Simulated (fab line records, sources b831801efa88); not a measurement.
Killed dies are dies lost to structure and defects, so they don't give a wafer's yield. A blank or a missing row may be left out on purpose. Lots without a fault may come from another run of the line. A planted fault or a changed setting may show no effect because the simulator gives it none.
Which tool did it? | flow gf180mcu | 6 lots, 18 wafers sampled, at 3 steps of a route of 602

WHAT THE GAUGES READ, wafer by wafer
GF_VT_IMPLANT_TW_MEAS_21.
lot  | measured     | on            | VT_IMPLANT_2_TW
L367 | day 6 17:55  | film_metro-04 | 1221 1218 1219
L369 | day 7 15:34  | film_metro-01 | 1239 1230 1238
L373 | day 8 12:42  | film_metro-03 | 1223 1225 1224
L376 | day 9 02:14  | film_metro-03 | 1228 1230 1219
L383 | day 11 00:38 | film_metro-04 | 1176 1201 1208 1178 1203 1208
L385 | day 11 14:23 | film_metro-01 | 1228 1179 1213 1218 1188 1213

WHICH TOOL RAN EACH LOT (tool, then ch and the chambers of the sampled wafers, then the start)
lot  | GF_MVPSD_STRIP_10                    | GF_VT_IMPLANT_IMPLANT_19
L367 | plasma_asher-02 ch 0, day 5 12:25    | implanter-03 ch 0, day 6 17:40
L369 | plasma_asher-02 ch 0,1, day 6 09:08  | implanter-03 ch 0, day 7 15:19
L373 | plasma_asher-02 ch 0,1, day 7 04:14  | implanter-02 ch 0, day 8 12:27
L376 | plasma_asher-03 ch 0, day 7 17:13    | implanter-03 ch 0, day 9 02:01
L383 | plasma_asher-03 ch 0,1, day 9 12:54  | implanter-03 ch 0, day 11 00:25
L385 | plasma_asher-03 ch 0,1, day 10 02:00 | implanter-03 ch 0, day 11 14:10
- GF_MVPSD_STRIP_10: strips in O2/N2.
- GF_VT_IMPLANT_IMPLANT_19

THE ANSWER, worked out from the rows above alone
Rule: what is usual is taken from the lots themselves. Put in order of their means at a reading, lots are off if they are a third of the lots or fewer, leave a main group of 4 or more, and stand apart from it by a gap of 3 or more times the standard deviation of the main group's means; of several such gaps the widest counts. A main group whose means are all the same, to the digits that the tables above print for the reading, isn't used. A lot without any number at a reading at which 4 lots or more have one is off too. The other lots that the step has rows for count as sound.
No lot is off at any reading shown: from this, nothing can be told.

WHAT THE SIMULATOR HAD PUT IN
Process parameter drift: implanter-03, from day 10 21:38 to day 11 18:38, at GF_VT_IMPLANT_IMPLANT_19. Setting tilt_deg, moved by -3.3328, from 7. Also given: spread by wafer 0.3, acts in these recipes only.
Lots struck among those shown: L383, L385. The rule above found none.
